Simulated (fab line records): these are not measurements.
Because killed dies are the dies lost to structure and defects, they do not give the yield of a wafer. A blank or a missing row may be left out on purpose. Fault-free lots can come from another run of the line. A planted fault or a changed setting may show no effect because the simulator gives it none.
Struck lot and sound lot, side by side	flow sky130	44 steps out of a route of 708
Sound: these wafers, L318.1, L318.2, L318.6. Struck: wafer L327.2. (L327.1, L327.4 of the same lot were not struck and are left out.) The cause comes at the end.
At each step with rows: each side's tool, then ch and its chambers, then its first start. Under that, the readings that differ: sound wafers	struck wafers	difference of the means	sigmas: that difference in standard deviations of wafers without a fault.
alike: same words and numbers on both sides, and readings whose means sit less than 2 such deviations apart. not compared: any withheld reading, any reading some wafer has no value for, any bound like >300 that may hide the same value, and any number with overlapping values for which the record gives no deviation.
Wherever a step has rows on one side only, a row that says differs or no value, or a row with sigmas, the two part there. Numbers that don't overlap but have no deviation are shown without sigmas and don't part them. A reading missing from all wafers of one side parts the sides only when that side holds two or more wafers.

first, 1 step without rows for these wafers: SKY_VIA3_ETCH_15 (etches SiO2 in C4F8/O2/Ar, stops on TiN, target depth 507 nm, time 78 s).
SKY_VIA3_STRIP_16: strips in O2/N2.
  sound on plasma_asher-04 ch 0,1, day 39 08:55; struck on plasma_asher-01 ch 0, day 42 02:26
reading	sound	struck	difference	sigmas
strip_time_to_endpoint_s (s)	4.142 4.145 4.133	4.086	-0.054	-2
  alike: drypump_motor_current_A, oes_product_au
  not compared: rf_hours_counter_h
then, 3 steps without rows for these wafers: SKY_VIA3_STRIP_17 (strips in post etch residue remover, time 1200 s); SKY_VIA3_CLEAN_18 (cleans in IPA, time 180 s); SKY_VIA3_CLEAN_19 (cleans in O3/DIW).
SKY_VIA3_SPUTTER_20: material TiN, target thk 20 nm, time 80 s.
  sound: pvd_sputter-03 at day 39 09:52; struck: pvd_sputter-03 at day 42 03:10
  alike: throttle_valve_pct
then, 1 step without rows for these wafers: SKY_VIA3_CVD_21 (deposits W, target thk 390 nm, time 117.31 s).
SKY_VIA3_RS_MEAS_22: measures by four-point-probe.
  sound: film_metro-04 at day 39 10:02; struck: film_metro-04 at day 42 03:20
  alike: VIA3_W_RS
SKY_VIA3_THK_MEAS_23: measures by xrf.
  sound: film_metro-04 at day 39 10:10; struck: film_metro-04 at day 42 03:28
  alike: VIA3_W_THK
then, 3 steps without rows for these wafers: SKY_VIA3_CMP_24 (polishes, stops on SiO2, t overpolish 20 s, target thk 0 nm); SKY_METAL4_SPUTTER_00 (material Ti, target thk 15 nm, time 10 s); SKY_METAL4_SPUTTER_01 (material TiN, target thk 20 nm, time 16.7 s).
SKY_METAL4_SPUTTER_02: material AlCu, target thk 735 nm, time 39.1 s.
  sound: pvd_sputter-01 at day 39 10:34; struck: pvd_sputter-01 at day 42 03:52
reading	sound	struck	difference	sigmas
model.AlCu_of_METAL4_SPUTTER_02.thk_nm (nm)	745.8 742.3 735.5	811.3	+70.1	
  alike: throttle_valve_pct
then, 1 step without rows for these wafers: SKY_METAL4_SPUTTER_03 (material Ti, target thk 5 nm, time 3.3 s).
SKY_METAL4_SPUTTER_04: material TiN, target thk 70 nm, time 58.3 s.
  sound: pvd_sputter-01 at day 39 10:38; struck: pvd_sputter-01 at day 42 03:56
  alike: throttle_valve_pct
SKY_CAP2M_CVD_00: deposits SiO2, target thk 15.5 nm.
  sound on pecvd-03 ch 1,2, day 39 10:41; struck on pecvd-03 ch 0, day 42 03:59
  alike: heater_power_w
SKY_CAP2M_THK_MEAS_01:
  sound: film_metro-01 at day 39 10:42; struck: film_metro-01 at day 42 04:00
  alike: CAP2M_CVD_00_THK
then, 1 step without rows for these wafers: SKY_CAP2M_SPUTTER_02 (material TiN, target thk 200 nm, time 166.7 s).
SKY_CAP2M_RS_MEAS_03: measures by four-point-probe.
  sound: film_metro-04 at day 39 10:52; struck: film_metro-04 at day 42 04:10
  alike: CAP2M_TIN_RS
SKY_CAP2M_THK_MEAS_04: measures by xrf.
  sound: film_metro-04 at day 39 10:59; struck: film_metro-04 at day 42 04:17
  alike: CAP2M_TIN_THK
then, 7 steps without rows for these wafers: SKY_CAP2M_DEHYDRATE_05 (time 60 s); SKY_CAP2M_HMDS_06 (prime time 60 s); SKY_CAP2M_COAT_07 (resist thk 1140 nm); SKY_CAP2M_SOFTBAKE_08 (time 60 s); SKY_CAP2M_EXPOSE_09 (exposes mask CAP2M, target cd 1000 nm); SKY_CAP2M_PEB_10; SKY_CAP2M_DEVELOP_11 (develop time 60 s).
SKY_CAP2M_OVL_MEAS_12:
  sound: overlay-02 at day 40 12:56; struck: overlay-01 at day 43 02:43
  alike: CAP2M_OVL
then, 1 step without rows for these wafers: SKY_CAP2M_METAL_ETCH_13 (etches TiN in Cl2/BCl3, stops on SiO2, target depth 220 nm, time 62.9 s).
SKY_CAP2M_STRIP_14: strips in O2/N2.
  sound on plasma_asher-03 ch 0,1, day 40 13:02; struck on plasma_asher-03 ch 1, day 43 02:50
  alike: drypump_motor_current_A, oes_product_au, strip_time_to_endpoint_s
  not compared: rf_hours_counter_h
then, 11 steps without rows for these wafers: SKY_CAP2M_STRIP_15 (strips in post etch residue remover, time 1200 s); SKY_CAP2M_CLEAN_16 (cleans in IPA, time 180 s); SKY_CAP2M_CLEAN_17 (cleans in O3/DIW); SKY_METAL4_DEHYDRATE_05 (time 60 s); SKY_METAL4_HMDS_06 (prime time 60 s); SKY_METAL4_COAT_07 (resist thk 60 nm); SKY_METAL4_COAT_08 (resist thk 1140 nm); SKY_METAL4_SOFTBAKE_09 (time 90 s); SKY_METAL4_EXPOSE_10 (exposes mask MM4, target cd 300 nm); SKY_METAL4_PEB_11; SKY_METAL4_DEVELOP_12 (develop time 60 s).
SKY_METAL4_CD_MEAS_13: target cd 300 nm.
  sound: cd_sem-01 at day 41 15:05; struck: cd_sem-02 at day 44 01:37
  alike: cd_nm
SKY_METAL4_METAL_ETCH_18: etches the open film in Cl2/BCl3, stops on SiO2, target depth 845 nm, time 183.1 s.
  sound on rie_metal-01 ch 0,1, day 41 15:23; struck on rie_metal-04 ch 0, day 44 01:55
reading	sound	struck	difference	sigmas
oes_product_au (a.u.)	0.873 0.872 0.868	0.906	+0.035	+6
  alike: drypump_motor_current_A, throttle_valve_pct
  not compared: rf_hours_counter_h
-- the record jumps here: 4 days lie between the struck wafers' starts before and after (it left off in module METAL4 and takes up again in module PAD_OPEN, whose first step shown is number 708 of the route) --
SKY_PAD_OPEN_PROBE_99:
  sound: prober-02 at day 45 15:59; struck: prober-01 at day 47 19:49
reading	sound	struck	difference	sigmas
model.etest.met4.line_ohm_um	0.1457 0.1338 0.1438	0.13	-0.01	
model.etest.met4.rs_ohm_sq	0.04234 0.0421 0.04233	0.0383	-0.0040	
  alike: defect_limited_yield, killed_at_M0_to_M3, killed_at_M4_up, killed_at_contacts, killed_at_front_end, killed_at_other, killed_dies, killed_open, killed_short, sort_bin_3_pad_short, sort_bin_5_function, sort_bin_6_memory, sort_n_pass, sort_yield_pct

== WHERE THEY PART ==
Earliest at SKY_VIA3_STRIP_16; latest, in this record, at SKY_METAL4_METAL_ETCH_18. Later steps at which nothing parts them and some readings are alike: SKY_PAD_OPEN_PROBE_99.

WHY: what the simulator had put in
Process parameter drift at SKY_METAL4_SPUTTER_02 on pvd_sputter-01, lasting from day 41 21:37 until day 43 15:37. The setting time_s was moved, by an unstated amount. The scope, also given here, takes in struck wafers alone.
